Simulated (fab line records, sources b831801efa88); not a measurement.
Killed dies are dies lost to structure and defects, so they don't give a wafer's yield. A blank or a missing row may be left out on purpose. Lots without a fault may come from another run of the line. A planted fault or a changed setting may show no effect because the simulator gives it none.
Problem report in the 8D (eight disciplines) form, filled by code | flow gf180mcu | the parts of the form that need people (team, actions taken, sign-off) are left out

1. THE PROBLEM
cathode_dc_power_W at GF_M1_SPUTTER_02 reads a mean of 10305 W on 2 wafers of 2 lots; wafers without a fault read 10600 W with a standard deviation of 1.8. That is -99 or more standard deviations from the usual mean.
The step: material AlCu, target thk 450 nm, time 23.9 s.
First seen on wafer L845.6, day 21 15:20, on pvd_sputter-01. The record holds 36 wafers of 12 lots with a number at this step. Rule for "out", or "out of limits": more than 4 standard deviations from the usual mean. The other wafers with a number count as sound.

2. WHAT IT IS AND WHAT IT IS NOT
question                    | is                 | is not
which readings at this step | cathode_dc_power_W | throttle_valve_pct
which lots                  | L845, L846         | L831, L832, L833, L835, L837, L847, L848, L851, L853, L854
which wafers of those lots  | L845.6, L846.6     | L845.1, L845.5, L846.2, L846.4
read on which tools         | pvd_sputter-01     | pvd_sputter-02, pvd_sputter-04
when                        | from day 21 15:20  | up to then (17 sound wafers); but 17 sound wafers of L846, L847, L848, L851, L853, L854 came after

3. SUSPECTS, AND WHAT RULES EACH OUT
Counting: a tool at a process step up to the reading stays a suspect if it ran every lot that is out. Sound lots after the first of them don't rule it out here, since some wafers of a struck lot are sound.
- pvd_sputter-01 at GF_M1_SPUTTER_02 (material AlCu, target thk 450 nm, time 23.9 s): kept. It ran every lot that is out, first L845 (day 21 15:20). Its own readings are out on those wafers: cathode_dc_power_W.
Left after counting: pvd_sputter-01 at GF_M1_SPUTTER_02.

4. THE CAUSE (what the simulator had put in)
Process parameter drift: pvd_sputter-01, from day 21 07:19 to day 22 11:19, at GF_M1_SPUTTER_02. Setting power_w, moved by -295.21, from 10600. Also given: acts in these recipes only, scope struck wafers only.
Counting left only this tool.

5. THE CHAIN OF EFFECTS, in route order
Each row: a reading whose mean over the struck wafers that have a number lies more than 3 standard deviations from the usual. Only readings for which the record gives a usual standard deviation are gone through. hours: the time from each lot's start at the first step in this table that gives one to its start at this step, as a median over the lots. sigmas: the change in usual standard deviations.
hours | step             | reading            | usual         | on struck wafers | change  | sigmas
0     | GF_M1_SPUTTER_02 | cathode_dc_power_W | 10600 W       | 10305            | -295    | -99 or more
0     | GF_M1_RS_MEAS_05 | M1_ALCU_RS         | 0.0695 ohm/sq | 0.0721           | +0.0025 | +3.5
The process steps in it:
- GF_M1_SPUTTER_02: material AlCu, target thk 450 nm, time 23.9 s.
Later measuring or inspecting steps at which every struck wafer that the step has a row for has a number for every such reading, and none has moved that far: GF_M1_THK_MEAS_06, GF_V1_OVL_MEAS_15.

6. WHAT WOULD HAVE CAUGHT IT SOONER
In this record the first reading out of limits was taken at day 21 15:20, 8 hours after the fault began at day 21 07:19.
